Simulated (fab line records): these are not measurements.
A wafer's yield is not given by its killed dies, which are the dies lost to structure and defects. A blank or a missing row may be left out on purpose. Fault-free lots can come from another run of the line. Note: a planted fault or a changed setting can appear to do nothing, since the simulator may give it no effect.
Problem report, 8D (eight disciplines) form, completed by code + flow sky130 + the parts of the form that need people (team, actions taken, sign-off) are left out

## 1. WHAT IS WRONG
Wafers free of any fault read 68.54 ohm/sq (standard deviation 0.13) for SD_N_RS at SKY_SD_N_RS_MEAS_16, against a mean of 67.60 ohm/sq on 4 wafers of 2 lots. Measured from the usual mean, that is -7.2 standard deviations.
The step: measures by four-point-probe.
The first sign was on wafer L604.2 at day 34 06:01, on filmMetro-01. The record has a number at this step for 34 wafers belonging to 12 lots. Rule for "out", or "out of limits": more than 4 standard deviations from the usual mean. Any other wafer with a number is counted as sound.

## 2. WHAT IT IS; WHAT IT IS NOT
| question                    | is                         | is not                                                                    |
|-----------------------------|----------------------------|---------------------------------------------------------------------------|
| which readings at this step | SD_N_RS                    | -                                                                         |
| which lots                  | L604, L606                 | L587, L588, L589, L590, L595, L596, L597, L598, L607, L609                |
| which wafers of those lots  | all that have a number     | -                                                                         |
| read on which gauges        | filmMetro-01, filmMetro-02 | filmMetro-03                                                              |
| when                        | from day 34 06:01          | up to then (24 sound wafers); but 6 sound wafers of L607, L609 came after |

## 3. WHAT RULES OUT EACH SUSPECT
Counting: a tool at a process step up to the reading stays a suspect if it ran every lot that is out and no sound lot after the first of them.
- the gauge at SKY_SD_N_RS_MEAS_16 is ruled out. 2 gauges (filmMetro-01, filmMetro-02) read the wafers that are out.
- rtpAnneal-01 at SKY_SD_N_RTA_14 (time 2 s): kept. It processed each lot that is out, first L604 at day 34 05:50, and no sound lot thereafter; up to then, the last sound lot it processed was L598 at day 32 10:56. Its own wafer_temp_C_max readings are out on those wafers.
After counting, what remains is rtpAnneal-01 at SKY_SD_N_RTA_14.

## 4. THE CAUSE (what the simulator had put in)
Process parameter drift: rtpAnneal-01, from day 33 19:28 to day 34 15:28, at SKY_SD_N_RTA_14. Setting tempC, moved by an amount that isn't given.
The count eliminated every tool but this one.

## 5. SEQUENCE OF EFFECTS, ordered by route
One row per reading whose mean, taken over the struck wafers that have a number, lies over 3 standard deviations from the usual. Only readings whose record carries a usual standard deviation are examined. hours: median over the lots of the time between each lot's start at the first step of this table that gives one and its start at this step. sigmas: the change, counted in usual standard deviations.
| hours | step                | reading          | usual        | on struck wafers | change | sigmas |
|-------|---------------------|------------------|--------------|------------------|--------|--------|
| 0     | SKY_SD_N_RTA_14     | wafer_temp_C_max | 1078.0       | 1083.4           | +5.4   | +4.9   |
| 0     | SKY_SD_N_RS_MEAS_16 | SD_N_RS          | 68.54 ohm/sq | 67.60            | -0.94  | -7.2   |
| 0     | SKY_SD_N_RS_MEAS_17 | SD_P_RS          | 147.0 ohm/sq | 142.4            | -4.6   | -11    |
Its process steps:
- SKY_SD_N_RTA_14: time 2 s.

## 6. WHAT WOULD HAVE CAUGHT IT SOONER
The first out-of-limits reading at a measuring or inspecting step in this record came at day 34 06:01, 11 hours after the fault's start at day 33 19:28.
Tool's own readings at SKY_SD_N_RTA_14, wafer_temp_C_max: out on all struck wafers the step has rows for; an alarm limit on them would have tripped on the first.
Among the 2 lots that are out, L606 began SKY_SD_N_RTA_14 on rtpAnneal-01 after day 34 06:01. A tool hold placed at that time would have kept it from harm.
